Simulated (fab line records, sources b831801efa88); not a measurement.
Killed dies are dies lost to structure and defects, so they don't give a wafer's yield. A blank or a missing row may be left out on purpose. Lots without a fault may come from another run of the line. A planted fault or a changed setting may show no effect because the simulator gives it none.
fab line records | flow gf180mcu
record lots=6 wafers=18 last_day=34
route steps=602 shown TOP_METAL@571
lots that met no fault: from a run of the same line without faults
start_h: hours from the record's first day to the start of the lot's first wafer shown | wait_h: hours since the lot's step before | " the same as in the row above | L1.1+2: a row that stands for several wafers | - no value, or no start given | * or withheld: withheld | < > ~ a bound
route shown NAME@n: a module of which the file shows steps, and the number in the route of the first | usual: mean/standard deviation of fault-free wafers | same: alike in all rows | chamber/n: place in a boat | sites: the reading at each site | _std_site: their standard deviation | _edge_site: outer sites' mean less inner sites' | radius_mm: how far each site lies from the wafer's centre | mask NAME#n: copy n | behind: the tool/chamber that last shaped the wafer | hold: why the lot was held/for how many hours/how that ended | device: the transistor (n, p or np) that didn't switch | end of line: the same wafers' tests at the end of the route | a step without rows: its recipe alone | killed: dies lost to structure and defects at the first sort, not the wafer's yield | map: a wafer's dies, x killed, . not, _ none there
set.NAME: the setting as run; set.NAME@STEP: as run at that earlier step | model.NAME: the simulator's own value behind a step, which no gauge read
lots at some steps of the route; a table a step, a row a wafer
services: from which hour (start_h, from the record's first day; less than 0 if before it) a tool's chamber was out of use, for how many hours, and why
## steps
# step GF_TOP_METAL_SPUTTER_04
# recipe material=TiN target_thk_nm=25 power_w=6500 time_s=20.8 chamber_pressure_pa=0.4
# usual throttle_valve_pct=29.8/0.72
# columns lot.wafer tool chamber start_h wait_h throttle_valve_pct
L314.3 pvd_sputter-02 - 632.82 0.0 29.3
L314.5 " - " " 28.9
L314.6 " - " " 29.4
L320.1 pvd_sputter-02 - 690.03 0.0 29.5
L320.3 " - " " 29.4
L320.6 " - " " 29.0
L322.3 pvd_sputter-01 - 711.04 0.0 29.3
L322.4 " - " " 29.5
L322.6 " - " " 29.7
L325.2 pvd_sputter-03 - 724.85 0.0 31.1
L325.4 " - " " 30.3
L325.5 " - " " 30.4
L331.2 pvd_sputter-01 - 755.64 0.0 29.0
L331.5 " - " " 29.1
L331.6 " - " " 29.5
L336.1 pvd_sputter-03 - 783.40 0.0 29.9
L336.3 " - " " 30.3
L336.5 " - " " 31.1
# step GF_TOP_METAL_RS_MEAS_05
# recipe thk_meas_gauge=four-point-probe reads=TiN_of_TOP_METAL_SPUTTER_04+Ti_of_TOP_METAL_SPUTTER_03+AlCu_of_TOP_METAL_SPUTTER_02+TiN_of_TOP_METAL_SPUTTER_01+Ti_of_TOP_METAL_SPUTTER_00
# usual TOP_METAL_ALCU_RS=0.0330/0.00042
# columns lot.wafer tool chamber start_h wait_h TOP_METAL_ALCU_RS[ohm/sq]
L314.3 film_metro-03 - 632.89 0.1 0.0329
L314.5 " - " " 0.0334
L314.6 " - " " 0.0329
L320.1 film_metro-02 - 690.06 0.0 0.0335
L320.3 " - " " 0.0340
L320.6 " - " " 0.0333
L322.3 film_metro-02 - 711.11 0.1 0.0333
L322.4 " - " " 0.0332
L322.6 " - " " 0.0336
L325.2 film_metro-02 - 724.90 0.0 0.0322
L325.4 " - " " 0.0325
L325.5 " - " " 0.0326
L331.2 film_metro-03 - 755.69 0.0 0.0328
L331.5 " - " " 0.0328
L331.6 " - " " 0.0324
L336.1 film_metro-01 - 783.42 0.0 0.0330
L336.3 " - " " 0.0329
L336.5 " - " " 0.0328
# step GF_TOP_METAL_THK_MEAS_06
# recipe thk_meas_gauge=xrf reads=AlCu_of_TOP_METAL_SPUTTER_02
# usual TOP_METAL_ALCU_THK=884/11
# columns lot.wafer tool chamber start_h wait_h TOP_METAL_ALCU_THK[nm]
L314.3 film_metro-03 - 632.99 0.1 878
L314.5 " - " " 861
L314.6 " - " " 882
L320.1 film_metro-02 - 690.18 0.1 875
L320.3 " - " " 866
L320.6 " - " " 883
L322.3 film_metro-02 - 711.21 0.1 874
L322.4 " - " " 881
L322.6 " - " " 865
L325.2 film_metro-02 - 725.01 0.1 908
L325.4 " - " " 896
L325.5 " - " " 890
L331.2 film_metro-03 - 755.80 0.1 884
L331.5 " - " " 877
L331.6 " - " " 888
L336.1 film_metro-01 - 783.54 0.1 887
L336.3 " - " " 886
L336.5 " - " " 891
# step GF_TOP_METAL_DEHYDRATE_07
# recipe temp_c=200 time_s=60
# step GF_TOP_METAL_HMDS_08
# recipe prime_time_s=60 prime_temp_c=120
# step GF_TOP_METAL_COAT_09
# recipe resist=NOVOLAK spin_rpm=3000 resist_thk_nm=1500
# step GF_TOP_METAL_SOFTBAKE_10
# recipe temp_c=90 time_s=58.08 resist=NOVOLAK
# step GF_TOP_METAL_EXPOSE_11
# recipe mask_id=MetalTop target_cd_nm=440 na=0.6 source_shape=conventional sigma_outer=0.6 dose_mj=170
# step GF_TOP_METAL_PEB_12
# recipe temp_c=withheld time_s=* resist=NOVOLAK
# step GF_TOP_METAL_DEVELOP_13
# recipe develop_time_s=60 dev_temp_c=23
# step GF_TOP_METAL_CD_MEAS_14
# recipe target_cd_nm=440
# usual cd_nm=439.6/2.6
# columns lot.wafer tool chamber start_h wait_h cd_nm
L314.3 cd_sem-01 - 652.58 0.1 446.2
L314.5 " - " " 444.4
L314.6 " - " " 444.0
L320.1 cd_sem-01 - 707.64 0.1 440.2
L320.3 " - " " 440.4
L320.6 " - " " 439.1
L322.3 cd_sem-01 - 729.08 0.1 441.0
L322.4 " - " " 439.3
L322.6 " - " " 440.9
L325.2 cd_sem-02 - 741.96 0.1 436.6
L325.4 " - " " 438.0
L325.5 " - " " 440.0
L331.2 cd_sem-01 - 771.64 0.1 438.1
L331.5 " - " " 437.7
L331.6 " - " " 437.7
L336.1 cd_sem-01 - 798.19 0.1 440.6
L336.3 " - " " 439.0
L336.5 " - " " 438.4
# step GF_TOP_METAL_OVL_MEAS_15
# usual TOP_METAL_OVL=-0.8/1.2
# columns lot.wafer tool chamber start_h wait_h TOP_METAL_OVL[nm]
L314.3 overlay-02 - 652.67 0.1 -1.2
L314.5 " - " " 2.0
L314.6 " - " " -0.2
L320.1 overlay-02 - 707.76 0.1 -0.1
L320.3 " - " " -0.7
L320.6 " - " " -1.6
L322.3 overlay-02 - 729.17 0.1 -1.6
L322.4 " - " " 1.1
L322.6 " - " " -1.3
L325.2 overlay-01 - 742.07 0.1 0.9
L325.4 " - " " 0.1
L325.5 " - " " -1.0
L331.2 overlay-02 - 771.75 0.1 0.0
L331.5 " - " " 0.3
L331.6 " - " " 0.7
L336.1 overlay-01 - 798.31 0.1 -1.1
L336.3 " - " " -0.1
L336.5 " - " " -1.1
# step GF_TOP_METAL_METAL_ETCH_16
# recipe chemistry=Cl2/BCl3 mask_material=NOVOLAK target_depth_nm=1197 stop_on=SiO2 pressure_mtorr=8 icp_w=800 bias_w=140 Cl2_flow_sccm=80 bcl3_flow_sccm=40 time_s=199.5
# usual drypump_motor_current_A=5.4/0.38 he_backside_leak_sccm=3.19/0.2 oes_product_au=0.991/0.0064 run_length_s=228.0/0.58 throttle_valve_pct=28.229/0.0096
# columns lot.wafer tool chamber start_h wait_h drypump_motor_current_A he_backside_leak_sccm oes_product_au rf_hours_counter_h run_length_s throttle_valve_pct model.NOVOLAK_of_TOP_METAL_COAT_09.thk_nm
L314.3 rie_metal-04 1 652.76 0.1 5.9 3.23 0.987 - 227.1 28.226 1033
L314.5 " 0 " " 4.9 3.44 0.990 - 227.4 28.228 1025
L314.6 " 1 " " 5.9 3.41 0.997 - 227.2 28.213 1031
L320.1 rie_metal-01 0 707.80 0.0 5.0 3.07 1.005 11 190.3 28.219 1115
L320.3 " 1 " " 5.5 3.21 1.000 - 189.4 28.216 1122
L320.6 " 1 " " 5.6 3.16 0.994 - 189.7 28.221 1123
L322.3 rie_metal-01 1 729.26 0.1 5.6 3.08 0.986 - 189.4 28.241 1117
L322.4 " 0 " " 5.0 3.06 1.003 - 190.2 28.229 1111
L322.6 " 1 " " 5.6 2.78 0.989 - 190.3 28.229 1118
L325.2 rie_metal-03 1 742.10 0.0 5.8 3.25 0.994 1 228.1 28.216 1006
L325.4 " 0 " " 5.5 3.20 0.995 - 228.9 28.240 1017
L325.5 " 0 " " 5.5 3.06 0.995 - 228.1 28.218 1018
L331.2 rie_metal-03 1 771.78 0.0 5.8 3.26 0.987 2 228.1 28.231 1010
L331.5 " 0 " " 5.5 3.22 0.982 - 228.2 28.231 1021
L331.6 " 1 " " 5.8 3.34 0.988 - 227.7 28.235 1011
L336.1 rie_metal-01 0 798.34 0.0 4.9 3.10 0.987 16 229.3 28.233 1017
L336.3 " 1 " " 5.6 3.27 0.988 - 228.1 28.246 1031
L336.5 " 1 " " 5.6 2.97 0.970 - 227.9 28.227 1030
# step GF_TOP_METAL_STRIP_17
# recipe chemistry=O2/N2 power_w=1400 pressure_mtorr=1500 platen_temp_c=250 o2_flow_sccm=3000 n2_flow_sccm=300 overash_fraction=0.5
# usual drypump_motor_current_A=6.2/0.46 heater_power_w=346/29 oes_product_au=0.710/0.0045 strip_time_to_endpoint_s=12.91/0.09
# columns lot.wafer tool chamber start_h wait_h drypump_motor_current_A heater_power_w oes_product_au rf_hours_counter_h strip_time_to_endpoint_s
L314.3 plasma_asher-02 0 652.92 0.1 5.4 337 0.713 - 13.05
L314.5 " 0 " " 5.4 339 0.703 - 12.96
L314.6 " 1 " " 6.3 339 0.714 - 13.04
L320.1 plasma_asher-01 1 707.99 0.1 6.3 365 0.703 28 13.98
L320.3 " 0 " " 6.6 321 0.713 - 14.08
L320.6 " 0 " " 6.6 319 0.711 - 14.07
L322.3 plasma_asher-02 0 729.42 0.1 5.4 335 0.713 - 14.00
L322.4 " 1 " " 6.3 351 0.709 - 13.93
L322.6 " 1 " " 6.3 351 0.710 - 14.02
L325.2 plasma_asher-01 0 742.29 0.1 6.6 321 0.705 33 12.80
L325.4 " 1 " " 6.3 380 0.710 - 12.87
L325.5 " 1 " " 6.3 375 0.711 - 12.88
L331.2 plasma_asher-03 1 771.97 0.1 6.6 387 0.706 68 12.78
L331.5 " 0 " " 5.6 300 0.705 - 12.91
L331.6 " 1 " " 6.6 391 0.711 - 12.78
L336.1 plasma_asher-03 0 798.54 0.1 5.6 304 0.704 71 12.85
L336.3 " 1 " " 6.6 387 0.706 - 13.04
L336.5 " 1 " " 6.6 383 0.707 - 13.03
# step GF_TOP_METAL_STRIP_18
# recipe chemistry=post_etch_residue_remover time_s=1200 temp_c=72.5
## services
# columns tool chamber start_h hours kind
pvd_sputter-03 3 614.88 - consumable_replace:kit
pvd_sputter-03 3 614.88 18.0 scheduled_down
pvd_sputter-03 3 614.88 18.0 vent_cycle
pvd_sputter-03 - 617.45 0.5 repair
rie_metal-01 1 646.89 - clean
rie_metal-01 1 646.89 16.7 scheduled_down
rie_metal-01 1 646.89 16.7 vent_cycle
rie_metal-03 0 650.67 6.4 repair
plasma_asher-02 - 684.72 2.8 pm
rie_metal-04 - 700.48 2.8 pm
pvd_sputter-02 3 705.38 - consumable_replace:kit
pvd_sputter-02 3 705.38 18.0 scheduled_down
pvd_sputter-03 - 715.53 5.8 repair
plasma_asher-03 - 716.38 9.2 repair
rie_metal-03 - 717.23 2.8 pm
plasma_asher-02 - 733.75 9.0 pm
pvd_sputter-02 - 736.32 5.4 repair
plasma_asher-02 - 738.81 3.8 repair
pvd_sputter-01 - 759.26 1.3 repair
rie_metal-01 - 762.39 2.8 pm
rie_metal-03 - 764.35 1.6 repair
rie_metal-03 - 780.16 15.6 pm
plasma_asher-01 - 791.27 0.4 repair
plasma_asher-02 - 796.19 7.3 repair
## key
first_sign step=GF_TOP_METAL_METAL_ETCH_16 reading=run_length_s direction=down sigmas=66 usual=* struck=*
effect step=GF_TOP_METAL_STRIP_17 reading=strip_time_to_endpoint_s direction=up sigmas=12 usual=* struck=*
model_effect step=GF_TOP_METAL_METAL_ETCH_16 value=NOVOLAK_of_TOP_METAL_COAT_09.thk_nm without=1026 struck=1118
met_at GF_TOP_METAL_METAL_ETCH_16
struck_wafers L320.1,L320.3,L320.6,L322.3,L322.4,L322.6
later_rows_left_out L320.3,L320.6,L322.3,L322.4,L322.6
sort_left_out L320.1,L320.3,L320.6,L322.3,L322.4,L322.6
fault kind=process_parameter_drift tool=rie_metal-01 chamber=- onset_h=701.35 steps=GF_TOP_METAL_METAL_ETCH_16 channel=time_s offset=* shape=step end_h=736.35 acts_in=* stated=*
# sort_left_out: the simulated sort isn't trusted on such a fault, so these wafers' sort isn't shown, and their yield isn't known
# later_rows_left_out: the simulator's readings of these wafers behind a module that went badly wrong aren't trusted and aren't shown, but for the sort
